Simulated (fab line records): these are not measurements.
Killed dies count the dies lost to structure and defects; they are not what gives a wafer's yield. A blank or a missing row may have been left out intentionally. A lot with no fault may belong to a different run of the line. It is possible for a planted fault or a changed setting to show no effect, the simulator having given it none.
Check of tool commonality    flow gf180mcu    Lots sampled 13, wafers sampled 39

## WHY IT WAS OPENED
Flagged at GF_TOP_METAL_CD_MEAS_14: reading cdNm, on 3 of 13 lots. No-fault wafers: 440.5 nm, standard deviation 2.3.
Rule: a lot gets a flag if all its wafers with a number sit over 4 standard deviations from that mean, or if no wafer of it has a number. As for the other lots, they are considered sound.

lot   measured      on        cdNm (nm), wafer by wafer  flag
L604  day 28 00:41  cdSem-01  436.9 439.3 439.6          
L606  day 28 13:44  cdSem-01  440.0 439.4 439.9          
L607  day 29 01:10  cdSem-02  441.2 437.6 439.1          
L609  day 29 11:23  cdSem-02  439.9 439.5 438.8          
L610  day 29 23:31  cdSem-02  440.2 438.6 438.0          
L611  day 30 10:34  cdSem-02  440.5 440.4 441.0          
L612  day 30 11:00  cdSem-02  439.1 440.4 439.6          
L613  day 30 17:48  cdSem-01  437.6 437.6 438.8          
L618  day 32 02:13  cdSem-02  421.5 419.6 424.2          FLAGGED
L619  day 32 07:45  cdSem-01  422.6 424.6 424.1          FLAGGED
L620  day 32 20:49  cdSem-01  425.7 425.4 426.2          FLAGGED
L622  day 33 02:03  cdSem-01  441.4 438.9 441.7          
L624  day 33 15:31  cdSem-02  442.1 442.7 441.1          
The mean of the flagged lots' numbers is 423.8 nm, -16.7 nm from the usual (-7 standard deviations).

## LOT BY LOT: THE TOOL USED
The record keeps 1 process step preceding the reading, out of 602 steps on the route. In each cell: the tool, then ch and the chambers that the sampled wafers went through, then the start.
lot   flag     GF_TOP_METAL_EXPOSE_11
L604           ilineStepper-01 ch 0, day 27 15:30
L606           ilineStepper-01 ch 0, day 28 04:04
L607           ilineStepper-01 ch 0, day 28 15:34
L609           ilineStepper-02 ch 0, day 29 02:23
L610           ilineStepper-02 ch 0, day 29 13:58
L611           ilineStepper-02 ch 0, day 30 03:01
L612           ilineStepper-02 ch 0, day 30 03:21
L613           ilineStepper-02 ch 0, day 30 10:06
L618  FLAGGED  ilineStepper-02 ch 0, day 31 17:22
L619  FLAGGED  ilineStepper-02 ch 0, day 32 01:02
L620  FLAGGED  ilineStepper-02 ch 0, day 32 12:16
L622           ilineStepper-01 ch 0, day 32 19:10
L624           ilineStepper-01 ch 0, day 33 08:17
These steps, and what they do:
- GF_TOP_METAL_EXPOSE_11: exposes mask MetalTop, target cd 440 nm.
- GF_TOP_METAL_CD_MEAS_14: target cd 440 nm.

## FLAGGED AGAINST TOTAL, ONE TOOL AT A TIME (gauges that did the reading follow at the end)
step                     tool             lots run  flagged  share of the flagged lots  sound lots run after its first flagged lot
GF_TOP_METAL_EXPOSE_11   ilineStepper-01  5         0        none                       -
GF_TOP_METAL_EXPOSE_11   ilineStepper-02  8         3        all                        0
GF_TOP_METAL_CD_MEAS_14  cdSem-01         6         2        some                       1 (L622)
GF_TOP_METAL_CD_MEAS_14  cdSem-02         7         1        some                       1 (L624)

## WHAT THE TABLE ALLOWS
Rows of the table that ran each flagged lot: 1, that is ilineStepper-02 at GF_TOP_METAL_EXPOSE_11.
- ilineStepper-02 at GF_TOP_METAL_EXPOSE_11: 3 of its 8 lots flagged. A fault beginning between L613 (day 30 10:06), its last sound lot, and L618 (day 31 17:22), its first flagged one, fits the data. Its own readings lie more than 4 standard deviations out on every wafer of the flagged lots: exposureDoseMJCm2.
Just one tool remains: ilineStepper-02 at GF_TOP_METAL_EXPOSE_11.

## WHAT THE SIMULATOR HAD INSERTED
Process parameters drifting: ilineStepper-02 at GF_TOP_METAL_EXPOSE_11, beginning at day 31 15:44. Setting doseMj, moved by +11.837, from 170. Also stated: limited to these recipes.
Struck lots among those shown: L618, L619, L620. The rule above found the same.
